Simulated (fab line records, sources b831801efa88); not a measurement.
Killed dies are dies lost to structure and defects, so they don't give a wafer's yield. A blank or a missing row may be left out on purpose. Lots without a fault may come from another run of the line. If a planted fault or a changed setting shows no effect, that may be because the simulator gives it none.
Chamber matching || flow gf180mcu || 4 sister chambers for GF_CONTACT_CMP_27 on cmp-01
The step polishes, stops on SiO2, t overpolish 15 s, target thk 0 nm. 8 wafers are shown with their chamber, then 12 later ones without.

WAFERS PAIRED WITH THEIR CHAMBERS
{"wafer": "L086.5", "chamber": 1, "motor-current-A (A)": 10.4, "time-to-endpoint-s (s)": 68}
{"wafer": "L086.6", "chamber": 0, "motor-current-A (A)": 11.1, "time-to-endpoint-s (s)": 70}
{"wafer": "L089.1", "chamber": 2, "motor-current-A (A)": 11.9, "time-to-endpoint-s (s)": 76}
{"wafer": "L089.2", "chamber": 3, "motor-current-A (A)": 11.5, "time-to-endpoint-s (s)": 69}
{"wafer": "L089.3", "chamber": 0, "motor-current-A (A)": 11.3, "time-to-endpoint-s (s)": 74}
{"wafer": "L089.4", "chamber": 1, "motor-current-A (A)": 10.8, "time-to-endpoint-s (s)": 73}
{"wafer": "L089.5", "chamber": 3, "motor-current-A (A)": 11.7, "time-to-endpoint-s (s)": 72}
{"wafer": "L089.6", "chamber": 2, "motor-current-A (A)": 11.0, "time-to-endpoint-s (s)": 78}

WAFERS WITHOUT THEIR CHAMBER
{"wafer": "L091.1", "motor-current-A (A)": 11.2, "time-to-endpoint-s (s)": 72}
{"wafer": "L091.4", "motor-current-A (A)": 11.0, "time-to-endpoint-s (s)": 75}
{"wafer": "L091.5", "motor-current-A (A)": 10.2, "time-to-endpoint-s (s)": 71}
{"wafer": "L092.4", "motor-current-A (A)": 10.1, "time-to-endpoint-s (s)": 68}
{"wafer": "L092.5", "motor-current-A (A)": 11.4, "time-to-endpoint-s (s)": 74}
{"wafer": "L092.6", "motor-current-A (A)": 10.8, "time-to-endpoint-s (s)": 70}
{"wafer": "L093.1", "motor-current-A (A)": 11.6, "time-to-endpoint-s (s)": 69}
{"wafer": "L093.3", "motor-current-A (A)": 12.0, "time-to-endpoint-s (s)": 71}
{"wafer": "L093.4", "motor-current-A (A)": 10.4, "time-to-endpoint-s (s)": 69}
{"wafer": "L095.1", "motor-current-A (A)": 10.8, "time-to-endpoint-s (s)": 78}
{"wafer": "L095.5", "motor-current-A (A)": 10.9, "time-to-endpoint-s (s)": 74}
{"wafer": "L095.6", "motor-current-A (A)": 11.5, "time-to-endpoint-s (s)": 69}

WHICH CHAMBER EACH WENT THROUGH
{"wafer": "L091.1", "from the rows above": "can't be placed: 0 or 3 or 1", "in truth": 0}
{"wafer": "L091.4", "from the rows above": "can't be placed: 0 or 2 or 1 or 3", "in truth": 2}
{"wafer": "L091.5", "from the rows above": "can't be placed: 1 or 0", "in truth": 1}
{"wafer": "L092.4", "from the rows above": "can't be placed: 1 or 0", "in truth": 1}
{"wafer": "L092.5", "from the rows above": "can't be placed: 0 or 2 or 3 or 1", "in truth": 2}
{"wafer": "L092.6", "from the rows above": "can't be placed: 1 or 0 or 3", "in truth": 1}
{"wafer": "L093.1", "from the rows above": "can't be placed: 3 or 0", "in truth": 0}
{"wafer": "L093.3", "from the rows above": "can't be placed: 3 or 0 or 2", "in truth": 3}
{"wafer": "L093.4", "from the rows above": "can't be placed: 1 or 0", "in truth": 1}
{"wafer": "L095.1", "from the rows above": "can't be placed: 2 or 0 or 1 or 3", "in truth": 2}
{"wafer": "L095.5", "from the rows above": "can't be placed: 0 or 1 or 2 or 3", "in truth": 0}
{"wafer": "L095.6", "from the rows above": "can't be placed: 3 or 0 or 1", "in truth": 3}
Correct placement for 0 of the 12. Can't be placed from these rows: 12 (the true chamber is among the candidates in 12). Wrongly placed: 0.
How it was worked out, from the rows above alone: a wafer's distance from a chamber is the root of the sum, over the readings, of the square of ((its reading less the chamber's mean) divided by the reading's scatter). If the next closest chamber is less than 2 further off than the closest, the wafer can't be placed; otherwise it belongs to the closest. The mean given for a chamber averages the wafers shown for that chamber. How the scatter is found: for the shown wafers, subtract from each reading the mean of its chamber, square and add these, divide the total by (wafers less chambers), then take the root.
